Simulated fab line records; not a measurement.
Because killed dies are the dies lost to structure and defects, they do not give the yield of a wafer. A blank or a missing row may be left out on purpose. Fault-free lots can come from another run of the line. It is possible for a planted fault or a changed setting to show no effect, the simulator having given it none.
fab line records	flow sky130
record: lots: 13	wafers: 39	last_day: 50
route steps=708 shown CAPM@552 METAL5@665 PASSIVATION@683 PAD_OPEN@708
lots that met no fault: taken from a fault-free run of the same line
start_h: hours from the record's first day to the start of the lot's first wafer shown	wait_h: hours from the lot's prior step to this one	" the same as in the row above	L1.1+2: a single row standing in for several wafers	- no value, or no start was given	* or withheld: withheld	< > ~ a bound
route shown NAME@n: NAME is a module with steps in the file, n the number in the route of the first one	usual: mean and standard deviation over wafers with no fault	same: alike in all rows	chamber/n: place in a boat	sites: readings site by site	_std_site: their standard deviation	_edge_site: the outer-site mean with the inner-site mean subtracted	radius_mm: how far each site lies from the wafer's centre	mask NAME#n: copy n	behind: tool/chamber where the wafer was last shaped	hold: why the lot went on hold/how many hours it stayed there/how the hold came to an end	device: the n, p or np transistor that did not switch	end of line: the route-end tests of the same wafers	a step without rows: its recipe alone	killed: at the first sort, the dies lost to defects and structure; wafer yield is something else	map: the dies of a wafer, with x for killed, . for not killed, _ for no die there
set.NAME: the setting as run; set.NAME@STEP: as run at that earlier step	model.NAME: the simulator's own value behind a step, which no gauge read
steps of the route over a sample of lots; a table a step, a row a wafer
services: a tool's chamber out of use, with start hour (start_h, from the record's first day; less than 0 if before it), hours out, and reason
== steps ==
step: SKY_CAPM_STRIP_15
recipe: chemistry: post_etch_residue_remover	time_s: 1200	temp_c: 72.5
lot.wafer	tool	chamber	start_h	wait_h
L496.1+3+4	wet_bench-04	1	884.88	0.1
L499.1+2+3	wet_bench-03	3	902.38	0.1
L501.2+4+6	wet_bench-02	1	918.17	0.1
L502.2+3+6	wet_bench-03	0	918.47	0.1
L503.2+5+6	wet_bench-02	0	928.42	0.1
L504.3+5+6	wet_bench-03	3	935.68	0.0
L505.2+5+6	wet_bench-03	0	944.28	0.1
L506.4+5+6	wet_bench-02	1	949.52	0.0
L507.2+3+6	wet_bench-03	3	954.82	0.1
L508.1+2+3	wet_bench-02	2	960.52	0.1
L509.1+3+6	wet_bench-04	1	1001.43	0.1
L512.1+5+6	wet_bench-03	0	1002.32	0.1
L519.1+5+6	wet_bench-03	3	1040.62	0.1
step: SKY_METAL5_SPUTTER_04
recipe: material: TiN	target_thk_nm: 70	power_w: 6500	time_s: 58.3	chamber_pressure_pa: 0.4
usual: throttle_valve_pct: 29.1/0.54
lot.wafer	tool	chamber	start_h	wait_h	throttle_valve_pct
L496.1	pvd_sputter-03	-	1013.51	0.0	29.5
L496.3	"	-	"	"	28.5
L496.4	"	-	"	"	29.4
L499.1	pvd_sputter-03	-	1031.16	0.0	29.4
L499.2	"	-	"	"	29.9
L499.3	"	-	"	"	28.5
L501.2	pvd_sputter-03	-	1045.21	0.0	29.1
L501.4	"	-	"	"	28.9
L501.6	"	-	"	"	29.7
L502.2	pvd_sputter-01	-	1045.51	0.0	28.6
L502.3	"	-	"	"	30.0
L502.6	"	-	"	"	28.8
L503.2	pvd_sputter-04	-	1054.89	0.0	28.9
L503.5	"	-	"	"	29.0
L503.6	"	-	"	"	29.3
L504.3	pvd_sputter-01	-	1061.12	0.0	28.9
L504.5	"	-	"	"	28.8
L504.6	"	-	"	"	28.6
L505.2	pvd_sputter-04	-	1068.73	0.0	29.3
L505.5	"	-	"	"	29.5
L505.6	"	-	"	"	30.0
L506.4	pvd_sputter-03	-	1075.49	0.0	29.6
L506.5	"	-	"	"	28.8
L506.6	"	-	"	"	29.1
L507.2	pvd_sputter-03	-	1078.99	0.0	28.5
L507.3	"	-	"	"	29.6
L507.6	"	-	"	"	28.9
L508.1	pvd_sputter-03	-	1084.75	0.0	28.5
L508.2	"	-	"	"	29.5
L508.3	"	-	"	"	28.9
L509.1	pvd_sputter-01	-	1119.13	0.0	28.5
L509.3	"	-	"	"	30.0
L509.6	"	-	"	"	28.5
L512.1	pvd_sputter-03	-	1121.71	0.0	28.7
L512.5	"	-	"	"	28.8
L512.6	"	-	"	"	29.0
L519.1	pvd_sputter-01	-	1149.43	0.0	30.4
L519.5	"	-	"	"	28.8
L519.6	"	-	"	"	28.7
step: SKY_METAL5_DESCUM_14
recipe: chemistry: O2	source_power_w: 150	bias_power_w: 0	pressure_mtorr: 10	temp_c: 40	time_s: 11
usual: drypump_motor_current_A: 5.41/0.29	oes_product_au: 0.991/0.0097	rf_fwd_power_W: 147.3/0.76
lot.wafer	tool	chamber	start_h	wait_h	drypump_motor_current_A	oes_product_au	rf_fwd_power_W	rf_hours_counter_h
L496.1	rie_metal-01	1	1036.66	0.1	4.84	0.991	147.0	17
L496.3	"	0	"	"	5.64	1.009	146.5	-
L496.4	"	1	"	"	4.86	0.994	146.7	-
L499.1	rie_metal-04	1	1053.60	0.1	5.29	0.995	147.8	17
L499.2	"	0	"	"	5.35	1.005	145.9	1
L499.3	"	0	"	"	5.36	1.003	146.1	-
L501.2	rie_metal-01	0	1066.91	0.1	5.61	1.011	147.7	24
L501.4	"	1	"	"	4.84	1.004	147.2	-
L501.6	"	0	"	"	5.61	1.020	147.8	-
L502.2	rie_metal-02	1	1067.51	0.1	5.63	0.986	147.3	14
L502.3	"	0	"	"	5.72	0.985	148.7	-
L502.6	"	1	"	"	5.63	0.986	147.3	-
L503.2	rie_metal-04	1	1076.85	0.1	5.29	0.991	147.8	18
L503.5	"	0	"	"	5.36	0.993	145.6	-
L503.6	"	1	"	"	5.30	0.996	147.5	-
L504.3	rie_metal-04	0	1083.26	0.1	5.35	1.002	146.7	-
L504.5	"	0	"	"	5.35	0.988	146.7	-
L504.6	"	1	"	"	5.27	1.001	147.7	-
L505.2	rie_metal-04	0	1090.46	0.1	5.35	1.004	147.6	3
L505.5	"	0	"	"	5.36	0.989	146.0	-
L505.6	"	1	"	"	5.30	0.984	148.3	-
L506.4	rie_metal-02	1	1097.23	0.1	5.63	0.995	147.2	-
L506.5	"	0	"	"	5.71	0.988	147.6	-
L506.6	"	1	"	"	5.64	0.994	147.3	-
L507.2	rie_metal-01	1	1100.10	0.1	4.84	0.983	146.8	20
L507.3	"	0	"	"	5.62	1.011	147.4	-
L507.6	"	1	"	"	4.85	0.990	146.2	-
L508.1	rie_metal-04	0	1105.01	0.1	5.36	1.002	146.3	4
L508.2	"	1	"	"	5.29	0.986	147.8	20
L508.3	"	1	"	"	5.29	0.992	147.7	-
L509.1	rie_metal-02	1	1138.16	0.1	5.66	0.980	146.6	19
L509.3	"	1	"	"	5.63	0.987	146.8	-
L509.6	"	0	"	"	5.65	0.990	147.7	-
L512.1	rie_metal-04	0	1140.50	0.1	5.36	0.985	146.8	6
L512.5	"	1	"	"	5.30	0.977	146.5	-
L512.6	"	0	"	"	5.35	0.991	146.2	-
L519.1	rie_metal-04	0	1167.65	0.1	5.35	0.996	146.2	10
L519.5	"	1	"	"	5.29	0.993	147.6	-
L519.6	"	0	"	"	5.35	0.981	146.8	-
step: SKY_PASSIVATION_CVD_02
recipe: material: Si3N4	target_thk_nm: 540	temp_c: 400	time_s: withheld	rf_w: 450
usual: heater_power_w: 734/110	rf_fwd_power_W: 449.3/1.4
lot.wafer	tool	chamber	start_h	wait_h	heater_power_w	rf_fwd_power_W
L496.1	pecvd-01	0	1037.63	0.1	622	450.0
L496.3	"	1	"	"	720	450.0
L496.4	"	1	"	"	751	449.6
L499.1	pecvd-03	1	1054.57	0.1	821	448.3
L499.2	"	2	"	"	754	448.8
L499.3	"	0	"	"	654	450.0
L501.2	pecvd-02	0	1067.90	0.0	719	448.4
L501.4	"	2	"	"	648	449.7
L501.6	"	0	"	"	792	447.4
L502.2	pecvd-03	0	1068.47	0.0	662	450.8
L502.3	"	1	"	"	809	448.0
L502.6	"	2	"	"	593	449.5
L503.2	pecvd-01	0	1077.85	0.0	695	447.4
L503.5	"	1	"	"	601	450.6
L503.6	"	0	"	"	557	448.0
L504.3	pecvd-03	0	1084.23	0.0	666	446.7
L504.5	"	2	"	"	715	449.4
L504.6	"	1	"	"	856	449.3
L505.2	pecvd-02	2	1091.41	0.0	724	448.6
L505.5	"	0	"	"	778	449.0
L505.6	"	1	"	"	693	448.8
L506.4	pecvd-02	0	1098.55	0.1	799	451.2
L506.5	"	2	"	"	782	448.2
L506.6	"	0	"	"	801	452.4
L507.2	pecvd-01	2	1101.22	0.0	945	450.8
L507.3	"	1	"	"	731	449.1
L507.6	"	0	"	"	641	449.7
L508.1	pecvd-01	0	1106.04	0.1	694	449.2
L508.2	"	1	"	"	713	449.5
L508.3	"	2	"	"	955	450.0
L509.1	pecvd-03	2	1139.28	0.1	649	446.7
L509.3	"	1	"	"	706	447.8
L509.6	"	2	"	"	670	448.7
L512.1	pecvd-03	0	1141.48	0.1	646	449.4
L512.5	"	0	"	"	662	450.3
L512.6	"	1	"	"	732	449.9
L519.1	pecvd-01	2	1168.60	0.1	992	452.6
L519.5	"	1	"	"	585	447.3
L519.6	"	2	"	"	819	450.4
step: SKY_PAD_OPEN_PROBE_99
usual: defect_limited_yield: 82.4/1.9	killed_at_M0_to_M3: 44/6.5	killed_at_M4_up: 2.9/1.7	killed_at_contacts: 24/5.7	killed_at_front_end: 16/4.4	killed_at_other: 0.2/0.48	killed_dies: 87/9.6	killed_open: 48/6.7	killed_short: 38/6.2	sort_bin_3_pad_short: 0.8/0.39	sort_bin_5_function: 10.5/1.6	sort_bin_6_memory: 6.4/1	sort_n_pass: 405/9.5	sort_yield_pct: 82.3/1.9
same: gross_dies: 492	killed_at_back_side: 0	sort_bin_4_leakage[%]: 0	sort_bin_8_speed[%]: 0
lot.wafer	tool	chamber	start_h	wait_h	defect_limited_yield[%]	killed_at_M0_to_M3	killed_at_M4_up	killed_at_contacts	killed_at_front_end	killed_at_other	killed_dies	killed_open	killed_short	sort_bin_3_pad_short[%]	sort_bin_5_function[%]	sort_bin_6_memory[%]	sort_n_pass	sort_yield_pct[%]
L502.2	prober-01	-	1112.02	0.1	81.9	48	0	27	14	0	89	60	29	0.4	12.0	5.7	403	81.9
L502.3	prober-01	-	1112.07	0.2	76.8	51	3	42	18	0	114	63	51	1.4	14.6	7.1	378	76.8
L502.6	prober-01	-	1112.22	0.2	81.5	55	3	23	10	0	91	47	44	0.8	11.2	6.5	401	81.5
L503.2	prober-02	-	1121.78	0.1	82.7	47	3	24	11	0	85	54	31	0.2	12.0	5.1	407	82.7
L503.5	prober-02	-	1121.93	0.2	83.3	46	2	21	13	0	82	41	41	0.8	9.6	6.3	410	83.3
L503.6	prober-02	-	1121.98	0.2	82.7	39	1	23	21	1	85	47	38	0.8	10.4	6.1	407	82.7
L506.4	prober-02	-	1139.93	0.2	83.7	37	2	30	11	0	80	43	35	0.8	8.5	6.9	412	83.7
L506.5	prober-02	-	1139.98	0.2	85.0	34	3	20	17	0	74	40	33	1.2	7.3	6.5	418	85.0
L506.6	prober-02	-	1140.03	0.2	79.3	48	0	36	18	0	102	69	32	0.8	13.4	6.5	390	79.3
L507.2	prober-01	-	1142.40	0.1	83.5	53	2	19	7	0	81	45	36	0.6	9.1	6.7	411	83.5
L507.3	prober-01	-	1142.45	0.2	83.5	38	3	29	11	0	81	47	34	0.8	10.2	5.5	411	83.5
L507.6	prober-01	-	1142.60	0.2	85.0	39	2	25	8	0	74	36	38	0.4	6.1	8.5	418	85.0
L508.2	prober-02	-	1146.87	0.1	81.1	53	6	23	11	0	93	56	36	0.8	11.4	6.7	399	81.1
L508.3	prober-02	-	1146.92	0.2	82.5	41	3	31	11	0	86	45	40	0.6	10.6	6.3	406	82.5
L509.1	prober-02	-	1177.66	0.1	81.3	46	2	17	26	1	92	57	33	0.6	11.0	7.1	400	81.3
L509.3	prober-02	-	1177.76	0.2	82.3	41	5	21	20	0	87	47	39	1.0	11.6	5.1	405	82.3
L509.6	prober-02	-	1177.91	0.2	80.1	54	3	20	21	0	98	49	49	1.6	9.8	8.5	394	80.1
L512.1	prober-02	-	1180.24	0.1	83.3	42	2	24	14	0	82	43	39	1.6	8.9	6.1	410	83.3
L512.5	prober-02	-	1180.44	0.2	81.5	42	5	23	21	0	91	45	46	1.0	10.8	6.7	401	81.5
L512.6	prober-02	-	1180.49	0.2	78.9	48	5	31	19	1	104	58	46	0.8	11.2	9.1	388	78.9
L519.1	prober-02	-	1203.73	0.1	74.6	49	3	23	10	40	125	46	39	1.4	16.5	7.5	367	74.6
L519.5	prober-02	-	1203.93	0.2	73.6	48	4	21	16	41	130	52	37	1.8	16.7	7.9	362	73.6
L519.6	prober-02	-	1203.98	0.2	75.4	52	4	16	18	31	121	47	43	3.0	14.8	6.7	371	75.4
killed by level:class
L502.2 VIA1:geometric_particle:open=14 CONTACT:geometric_particle:open=11 VIA2:geometric_particle:open=11 FIELD_ISO:geometric_particle:open=7 LI_CONTACT:geometric_particle:open=7 LOCAL_INTERCONNECT:geometric_particle:short=5 METAL2:geometric_particle:short=5 METAL1:geometric_particle:short=4
L502.3 VIA1:geometric_particle:open=16 LI_CONTACT:geometric_particle:open=13 CONTACT:geometric_particle:open=12 VIA1:geometric_particle:short=9 VIA2:geometric_particle:open=7 FIELD_ISO:geometric_particle:open=6 LOCAL_INTERCONNECT:geometric_particle:short=6 METAL1:geometric_particle:short=6
L502.6 VIA1:geometric_particle:open=12 CONTACT:geometric_particle:open=10 METAL1:geometric_particle:short=9 METAL2:geometric_particle:short=7 VIA3:geometric_particle:open=6 VIA1:geometric_particle:short=6 VIA2:geometric_particle:open=6 FIELD_ISO:geometric_particle:open=4
L503.2 VIA1:geometric_particle:open=15 CONTACT:geometric_particle:open=12 VIA2:geometric_particle:open=7 METAL2:geometric_particle:short=7 METAL2:geometric_particle:open=5 POLY_GATE:geometric_particle:open=4 LOCAL_INTERCONNECT:geometric_particle:short=4 FIELD_ISO:geometric_particle:open=3
L503.5 CONTACT:geometric_particle:open=10 METAL2:geometric_particle:short=10 METAL1:geometric_particle:short=7 VIA1:geometric_particle:open=6 VIA2:geometric_particle:open=6 VIA2:geometric_particle:short=5 POLY_GATE:geometric_particle:open=4 LI_CONTACT:geometric_particle:open=4
L503.6 VIA1:geometric_particle:open=9 CONTACT:geometric_particle:open=8 POLY_GATE:geometric_particle:open=7 METAL2:geometric_particle:short=7 LI_CONTACT:geometric_particle:open=6 VIA1:geometric_particle:short=6 FIELD_ISO:geometric_particle:open=5 VIA2:geometric_particle:open=4
L506.4 VIA1:geometric_particle:open=10 CONTACT:geometric_particle:short=9 LI_CONTACT:geometric_particle:open=9 CONTACT:geometric_particle:open=6 VIA3:geometric_particle:open=6 VIA1:geometric_particle:short=5 METAL2:geometric_particle:short=5 POLY_GATE:geometric_particle:open=4
L506.5 CONTACT:geometric_particle:open=12 VIA1:geometric_particle:open=9 VIA3:geometric_particle:open=5 FIELD_ISO:geometric_particle:short=4 VIA3:geometric_particle:short=4 LI_CONTACT:geometric_particle:open=4 CONTACT:geometric_particle:short=4 METAL2:geometric_particle:short=4
L506.6 VIA3:geometric_particle:open=15 CONTACT:geometric_particle:open=12 VIA1:geometric_particle:open=12 LI_CONTACT:geometric_particle:open=9 CONTACT:geometric_particle:short=8 FIELD_ISO:geometric_particle:open=6 VIA1:geometric_particle:short=5 VIA2:geometric_particle:open=5
L507.2 CONTACT:geometric_particle:open=13 METAL1:geometric_particle:short=9 VIA3:geometric_particle:open=8 VIA1:geometric_particle:open=8 VIA1:geometric_particle:short=6 VIA2:geometric_particle:open=6 VIA2:geometric_particle:short=5 METAL3:geometric_particle:short=4
L507.3 LI_CONTACT:geometric_particle:open=11 CONTACT:geometric_particle:open=8 METAL1:geometric_particle:short=7 VIA1:geometric_particle:open=7 LOCAL_INTERCONNECT:geometric_particle:short=6 VIA2:geometric_particle:open=6 VIA2:geometric_particle:short=5 FIELD_ISO:geometric_particle:open=3
L507.6 LI_CONTACT:geometric_particle:open=7 VIA2:geometric_particle:open=6 LI_CONTACT:geometric_particle:short=5 CONTACT:geometric_particle:open=5 METAL1:geometric_particle:short=5 METAL2:geometric_particle:short=5 VIA3:geometric_particle:open=5 POLY_GATE:geometric_particle:open=4
L508.2 VIA1:geometric_particle:open=12 VIA2:geometric_particle:open=12 CONTACT:geometric_particle:open=10 LOCAL_INTERCONNECT:geometric_particle:short=5 METAL1:geometric_particle:short=5 METAL2:geometric_particle:short=5 VIA3:geometric_particle:open=5 LI_CONTACT:geometric_particle:open=4
L508.3 CONTACT:geometric_particle:open=13 VIA2:geometric_particle:open=8 METAL2:geometric_particle:short=8 LI_CONTACT:geometric_particle:open=7 CONTACT:geometric_particle:short=6 POLY_GATE:geometric_particle:short=5 METAL1:geometric_particle:short=5 METAL2:geometric_particle:open=4
L509.1 VIA1:geometric_particle:open=19 FIELD_ISO:geometric_particle:open=8 VIA3:geometric_particle:open=7 LOCAL_INTERCONNECT:geometric_particle:short=6 CONTACT:geometric_particle:open=6 VIA2:geometric_particle:open=6 VIA1:geometric_particle:short=5 FIELD_ISO:geometric_particle:short=4
L509.3 VIA1:geometric_particle:open=12 CONTACT:geometric_particle:open=10 VIA2:geometric_particle:open=6 FIELD_ISO:geometric_particle:short=5 VIA3:geometric_particle:open=5 FIELD_ISO:geometric_particle:open=4 POLY_GATE:geometric_particle:short=4 METAL4:geometric_particle:short=4
L509.6 CONTACT:geometric_particle:open=14 METAL2:geometric_particle:short=10 VIA2:geometric_particle:short=7 VIA1:geometric_particle:open=6 VIA3:geometric_particle:open=6 VIA2:geometric_particle:open=6 POLY_GATE:geometric_particle:short=5 FIELD_ISO:geometric_particle:open=4
L512.1 VIA1:geometric_particle:open=11 CONTACT:geometric_particle:open=8 METAL2:geometric_particle:short=8 CONTACT:geometric_particle:short=6 LI_CONTACT:geometric_particle:open=5 VIA2:geometric_particle:open=5 METAL1:geometric_particle:short=5 FIELD_ISO:geometric_particle:open=4
L512.5 VIA1:geometric_particle:open=12 FIELD_ISO:geometric_particle:short=9 LI_CONTACT:geometric_particle:open=7 CONTACT:geometric_particle:open=7 METAL2:geometric_particle:short=7 VIA2:geometric_particle:open=5 VIA3:geometric_particle:open=5 LI_CONTACT:geometric_particle:short=4
L512.6 VIA1:geometric_particle:open=14 CONTACT:geometric_particle:open=14 METAL1:geometric_particle:short=7 METAL2:geometric_particle:short=7 FIELD_ISO:geometric_particle:open=6 LI_CONTACT:geometric_particle:open=6 CONTACT:geometric_particle:short=6 VIA3:geometric_particle:short=5
L519.1 CAPM:unspecified=40 VIA1:geometric_particle:open=10 VIA3:geometric_particle:open=8 CONTACT:geometric_particle:open=8 METAL2:geometric_particle:short=8 LI_CONTACT:geometric_particle:open=6 METAL1:geometric_particle:short=6 VIA2:geometric_particle:open=5
L519.5 CAPM:unspecified=41 CONTACT:geometric_particle:open=9 VIA1:geometric_particle:open=9 VIA3:geometric_particle:open=8 LI_CONTACT:geometric_particle:open=7 VIA2:geometric_particle:open=6 FIELD_ISO:geometric_particle:open=5 METAL3:geometric_particle:short=5
L519.6 CAPM:unspecified=31 METAL1:geometric_particle:short=10 CONTACT:geometric_particle:open=9 VIA1:geometric_particle:open=9 VIA3:geometric_particle:open=7 VIA1:geometric_particle:short=6 FIELD_ISO:geometric_particle:open=5 VIA2:geometric_particle:short=5
== services ==
tool	chamber	start_h	hours	kind
pecvd-02	2	885.47	10.2	repair
rie_metal-04	0	885.86	4.2	repair
pecvd-03	1	890.79	4.6	repair
pecvd-01	-	901.66	2.8	pm
pecvd-01	-	907.75	1.3	repair
pecvd-01	-	931.82	3.3	repair
pvd_sputter-03	-	933.42	75.8	repair
pvd_sputter-01	-	940.61	2.3	repair
pvd_sputter-03	-	942.90	1.0	repair
pvd_sputter-03	-	955.82	7.4	repair
pvd_sputter-01	-	973.89	1.5	repair
pvd_sputter-03	-	993.59	5.8	repair
pvd_sputter-01	-	995.95	2.8	repair
wet_bench-02	-	1016.03	1.5	repair
pvd_sputter-01	-	1038.65	2.2	repair
rie_metal-04	-	1048.68	0.5	repair
pecvd-01	-	1050.76	5.5	pm
pecvd-01	2	1057.91	5.0	repair
pecvd-03	-	1061.45	2.8	pm
pvd_sputter-01	-	1070.57	0.9	repair
wet_bench-03	-	1097.57	4.5	repair
pvd_sputter-03	-	1126.90	0.8	repair
pecvd-03	-	1143.96	5.5	pm
pecvd-03	1	1150.98	7.6	repair
== key ==
first_sign: step: SKY_PAD_OPEN_PROBE_99	reading: killed_at_other	direction: up	sigmas: 37	usual: 0.2	struck: 37.3
effect: step: SKY_PAD_OPEN_PROBE_99	reading: sort_yield_pct	direction: down	sigmas: 4	usual: 82.3	struck: 74.5
met_at SKY_CAPM_STRIP_15
struck_lots L519
struck_wafers L519.1,L519.5,L519.6
not_acting_at SKY_METAL5_SPUTTER_04,SKY_METAL5_DESCUM_14,SKY_PASSIVATION_CVD_02
onset_between 954.82 1040.62
also_fits time
fault: kind: chamber_particle_source	tool: wet_bench-03	chamber: 3	onset_h: 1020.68	steps: SKY_CAPM_STRIP_15	rate_per_visit_cm2: 0.44658	end_h: 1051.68
